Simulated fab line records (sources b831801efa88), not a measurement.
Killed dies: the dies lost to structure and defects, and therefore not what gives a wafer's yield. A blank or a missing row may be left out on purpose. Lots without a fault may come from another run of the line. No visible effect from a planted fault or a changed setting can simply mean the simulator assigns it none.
Which tool was responsible? ; flow sky130 ; 30 wafers from 11 lots sampled at 7 of the route's 708 steps

== WHAT THE GAUGES SHOWED, per wafer ==
SKY_METAL2_CD_MEAS_15: target cd 140 nm.
lot;measured;on;cd nm (nm)
L734;day 34 09:25;cd sem-02;139.8 139.9 139.5
L737;day 35 19:56;cd sem-02;140.3 140.9
L738;day 36 03:10;cd sem-01;137.7 138.7
L740;day 36 12:50;cd sem-01;138.2 138.0
L747;day 39 14:38;cd sem-02;142.2 143.9 142.0
L751;day 41 05:20;cd sem-02;142.3 142.0 141.9
L752;day 41 15:11;cd sem-01;139.3 138.3 137.4
L753;day 41 17:38;cd sem-02;138.7 140.8 138.7
L755;day 42 04:50;cd sem-02;137.9 138.1 138.5
L754;day 42 10:55;cd sem-02;140.5 139.2 140.2
L756;day 42 19:02;cd sem-02;141.9 140.7 142.0

SKY_VIA2_RS_MEAS_22: a four-point-probe measurement.
lot;measured;on;VIA2_W_RS (ohm/sq)
L734;day 35 13:13;film metro-03;0.2671 0.2704 0.2686
L737;day 37 00:44;film metro-03;0.7816 0.2738 0.7796 0.2739
L738;day 37 08:02;film metro-02;0.8376 0.2764 0.8366 0.2762
L740;day 37 18:14;film metro-02;0.8243 0.8146 0.8256 0.8162
L747;day 40 17:47;film metro-02;0.2745 0.2721 0.2726
L751;day 42 08:29;film metro-02;0.2694 0.2713 0.2678
L752;day 42 17:37;film metro-04;0.2728 0.2706 0.2718
L753;day 42 19:43;film metro-03;0.2751 0.2755 0.2758
L755;day 43 06:13;film metro-02;0.2777 0.2748 0.2700
L754;day 43 11:32;film metro-03;0.2750 0.2744 0.2759
L756;day 43 19:58;film metro-02;0.2778 0.2746 0.2757

SKY_VIA2_THK_MEAS_23: measures by xrf.
lot;measured;on;VIA2_W_THK (nm)
L734;day 35 13:19;film metro-03;438 435 436
L737;day 37 02:43;film metro-03;150 425 150 424
L738;day 37 12:44;film metro-02;142 426 141 428
L740;day 37 21:43;film metro-02;144 145
L747;day 40 17:55;film metro-02;430 437 435
L751;day 42 08:37;film metro-02;438 433 437
L752;day 42 17:43;film metro-04;429 432 429
L753;day 42 19:50;film metro-03;421 420 421
L755;day 43 06:20;film metro-02;429 437 439
L754;day 43 11:39;film metro-03;422 424 420
L756;day 43 20:04;film metro-02;430 436 434

SKY_CAPM_RS_MEAS_03: a four-point-probe measurement.
lot;measured;on;CAPM_TIN_RS (ohm/sq)
L734;day 35 14:02;film metro-02;6.90 6.86 6.87
L737;day 37 06:32;film metro-02;7.07 6.98
L738;day 37 16:16;film metro-04;6.90 6.89
L740;day 37 22:59;film metro-04;6.82 6.93
L747;day 40 18:37;film metro-04;6.98 6.87 6.89
L751;day 42 09:19;film metro-04;6.90 6.88 6.92
L752;day 42 18:26;film metro-01;6.92 6.90 6.95
L753;day 42 20:33;film metro-02;6.88 6.91 6.92
L755;day 43 07:03;film metro-01;6.97 6.98 6.93
L754;day 43 12:21;film metro-02;6.98 6.97 7.03
L756;day 43 20:47;film metro-02;6.93 6.96 6.95

== WHICH TOOL RAN EACH LOT (tool, then ch and the chambers of the sampled wafers, then the start) ==
lot;SKY_VIA2_CVD_21;SKY_VIA2_CMP_24;SKY_METAL3_SPUTTER_04
L734;cvd w-01 ch 0,1, day 35 13:04;cmp-01 ch 0,1,3, day 35 13:22;pvd sputter-04, day 35 13:46
L737;cvd w-01 ch 0,1, day 37 00:36;cmp-01 ch 0,2, day 37 05:53;pvd sputter-04, day 37 06:17
L738;cvd w-01 ch 1, day 37 07:54;cmp-01 ch 0,2, day 37 15:43;pvd sputter-01, day 37 16:01
L740;cvd w-01 ch 0,1, day 37 18:06;cmp-01 ch 1,2, day 37 22:26;pvd sputter-04, day 37 22:44
L747;cvd w-01 ch 0,1, day 40 17:40;cmp-02 ch 0,2, day 40 17:58;pvd sputter-01, day 40 18:23
L751;cvd w-02 ch 0,1, day 42 08:22;cmp-02 ch 0,2,3, day 42 08:49;pvd sputter-04, day 42 09:05
L752;cvd w-01 ch 0,1, day 42 17:28;cmp-02 ch 1,2,3, day 42 17:46;pvd sputter-01, day 42 18:10
L753;cvd w-01 ch 0,1, day 42 19:35;cmp-01 ch 0,1,3, day 42 20:00;pvd sputter-04, day 42 20:19
L755;cvd w-01 ch 0,1, day 43 06:05;cmp-02 ch 0,1,2, day 43 06:28;pvd sputter-04, day 43 06:49
L754;cvd w-02 ch 0,1, day 43 11:24;cmp-01 ch 1,2,3, day 43 11:43;pvd sputter-04, day 43 12:07
L756;cvd w-02 ch 0,1, day 43 19:50;cmp-01 ch 0,1, day 43 20:07;pvd sputter-01, day 43 20:31
- SKY_VIA2_CVD_21: deposits W, target thk 420 nm, time 126.4 s.
- SKY_VIA2_CMP_24: polishes, stops on SiO2, t overpolish 20 s, target thk 0 nm.
- SKY_METAL3_SPUTTER_04: material TiN, target thk 70 nm, time 58.3 s.

== AS READ BY THE TOOLS THEMSELVES (means over the sampled wafers that have a number; for cases with no such wafer, the mark the record gives instead) ==
SKY_VIA2_CVD_21.
lot;tool;heater power w (W)
L734;cvd w-01;767
L737;cvd w-01;768
L738;cvd w-01;754
L740;cvd w-01;756
L747;cvd w-01;727
L751;cvd w-02;814
L752;cvd w-01;719
L753;cvd w-01;734
L755;cvd w-01;716
L754;cvd w-02;833
L756;cvd w-02;818

SKY_VIA2_CMP_24.
lot;tool;motor current A (A);time to endpoint s (s)
L734;cmp-01;11.3;101
L737;cmp-01;11.9;69
L738;cmp-01;12.0;65
L740;cmp-01;12.1;36
L747;cmp-02;12.7;103
L751;cmp-02;12.3;101
L752;cmp-02;12.1;98
L753;cmp-01;11.3;99
L755;cmp-02;12.4;105
L754;cmp-01;11.9;100
L756;cmp-01;11.3;98

SKY_METAL3_SPUTTER_04.
lot;tool;throttle valve pct (%)
L734;pvd sputter-04;29.7
L737;pvd sputter-04;29.4
L738;pvd sputter-01;30.9
L740;pvd sputter-04;29.9
L747;pvd sputter-01;29.9
L751;pvd sputter-04;30.5
L752;pvd sputter-01;30.7
L753;pvd sputter-04;30.3
L755;pvd sputter-04;30.5
L754;pvd sputter-04;29.8
L756;pvd sputter-01;29.3

== THE ANSWER, worked out from the rows above alone ==
Rule: what is usual is taken from the lots themselves. The widest of any qualifying gaps counts: lots, ordered by their means at a reading, are off when they make up no more than a third of the lots, leave a main group of 4 or more, and stand apart from it by 3 or more times the standard deviation of that group's means. The tables above print the reading to a certain number of digits; a main group whose means all agree to those digits is not used. A lot without any number at a reading at which 4 lots or more have one is off too. The other lots that the step has rows for count as sound. The gauges are gone through in route order, then the tools' own readings, and for those a lot's mean is taken as printed above. The first step at which some lot is off is used, and at that step the reading that is off furthest; a lot without a number counts as furthest.
Off: at SKY_VIA2_RS_MEAS_22 (VIA2_W_RS), L737, L738, L740. The main group: mean 0.2730 ohm/sq, standard deviation 0.0026.
A tool fits if, at a process step before that reading, it ran every lot that is off, and no sound lot after the first of them. The gauges at SKY_VIA2_RS_MEAS_22 aren't tried: what is off there is off at SKY_VIA2_CMP_24 too, on other tools, and a gauge's error can't cause that. Not one of the candidates tried fits.

== WHAT WAS PUT IN BY THE SIMULATOR ==
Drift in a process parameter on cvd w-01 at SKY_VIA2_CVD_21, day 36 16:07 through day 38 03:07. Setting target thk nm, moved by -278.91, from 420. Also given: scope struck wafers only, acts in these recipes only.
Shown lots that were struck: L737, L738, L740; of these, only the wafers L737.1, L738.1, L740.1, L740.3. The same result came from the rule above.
